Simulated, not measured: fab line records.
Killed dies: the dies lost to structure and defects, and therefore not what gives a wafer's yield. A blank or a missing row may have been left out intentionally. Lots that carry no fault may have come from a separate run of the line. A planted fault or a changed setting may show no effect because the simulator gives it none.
What tool caused it? || flow sky130 || 6 lots, 18 wafers sampled, at 4 steps of a route of 708

WHAT THE GAUGES SHOWED, per wafer
SKY_VIA2_THK_MEAS_01.
{"lot": "L640", "measured": "day 36 15:55", "on": "film_metro-01", "VIA2_HDPCVD_THK (nm)": "1150 1170 1158"}
{"lot": "L641", "measured": "day 36 23:34", "on": "film_metro-01", "VIA2_HDPCVD_THK (nm)": "1203 1195 1199"}
{"lot": "L643", "measured": "day 37 17:20", "on": "film_metro-04", "VIA2_HDPCVD_THK (nm)": "2402 2361 2380"}
{"lot": "L644", "measured": "day 38 07:22", "on": "film_metro-04", "VIA2_HDPCVD_THK (nm)": "1147 1201 1174"}
{"lot": "L652", "measured": "day 40 12:54", "on": "film_metro-01", "VIA2_HDPCVD_THK (nm)": "2334 2348 2340"}
{"lot": "L655", "measured": "day 41 10:48", "on": "film_metro-03", "VIA2_HDPCVD_THK (nm)": "1183 1177 1167"}

WHAT TOOL EACH LOT RAN ON (gives the tool, then ch and the chambers of the sampled wafers, and finally the start)
{"lot": "L640", "SKY_METAL2_SPUTTER_00": "pvd_sputter-02, day 35 12:58", "SKY_METAL2_SPUTTER_01": "pvd_sputter-02, day 35 12:59", "SKY_VIA2_HDPCVD_00": "hdpcvd-01 ch 1,2, day 36 15:47"}
{"lot": "L641", "SKY_METAL2_SPUTTER_00": "pvd_sputter-03, day 35 20:15", "SKY_METAL2_SPUTTER_01": "pvd_sputter-03, day 35 20:16", "SKY_VIA2_HDPCVD_00": "hdpcvd-02 ch 0,1, day 36 23:26"}
{"lot": "L643", "SKY_METAL2_SPUTTER_00": "pvd_sputter-02, day 36 13:52", "SKY_METAL2_SPUTTER_01": "pvd_sputter-02, day 36 13:53", "SKY_VIA2_HDPCVD_00": "hdpcvd-02 ch 0,1,2, day 37 16:54"}
{"lot": "L644", "SKY_METAL2_SPUTTER_00": "pvd_sputter-04, day 37 04:03", "SKY_METAL2_SPUTTER_01": "pvd_sputter-04, day 37 04:04", "SKY_VIA2_HDPCVD_00": "hdpcvd-02 ch 0,1,2, day 38 07:16"}
{"lot": "L652", "SKY_METAL2_SPUTTER_00": "pvd_sputter-03, day 39 10:14", "SKY_METAL2_SPUTTER_01": "pvd_sputter-03, day 39 10:15", "SKY_VIA2_HDPCVD_00": "hdpcvd-02 ch 1,2, day 40 12:28"}
{"lot": "L655", "SKY_METAL2_SPUTTER_00": "pvd_sputter-02, day 40 09:29", "SKY_METAL2_SPUTTER_01": "pvd_sputter-02, day 40 09:31", "SKY_VIA2_HDPCVD_00": "hdpcvd-02 ch 1,2, day 41 10:39"}
- SKY_METAL2_SPUTTER_00: material Ti, target thk 15 nm, time 10 s.
- SKY_METAL2_SPUTTER_01: material TiN, target thk 20 nm, time 16.7 s.
- SKY_VIA2_HDPCVD_00: deposits SiO2, target thk 1180 nm, time 196.7 s.

THE ANSWER, worked out from the rows above alone
Rule: usual is defined by the lots themselves. Put in order of their means at a reading, lots are off if they are a third of the lots or fewer, leave a main group of 4 or more, and stand apart from it by a gap of 3 or more times the standard deviation of the main group's means; of several such gaps the widest counts. Not used: any main group whose means are identical at the precision the tables above print for the reading. Also off: a lot with no number at a reading for which 4 or more lots have one. The other lots that the step has rows for count as sound.
Off: at SKY_VIA2_THK_MEAS_01 (VIA2_HDPCVD_THK), L643, L652. Mean 1177 nm and standard deviation 14 in the main group.
If a tool, at a process step before that reading, ran all the lots that are off and no sound lot after the first of them, it fits. Gauges at SKY_VIA2_THK_MEAS_01: tried the same way as those tools. Of those tried, none fits.

WHAT THE SIMULATOR HAD INSERTED
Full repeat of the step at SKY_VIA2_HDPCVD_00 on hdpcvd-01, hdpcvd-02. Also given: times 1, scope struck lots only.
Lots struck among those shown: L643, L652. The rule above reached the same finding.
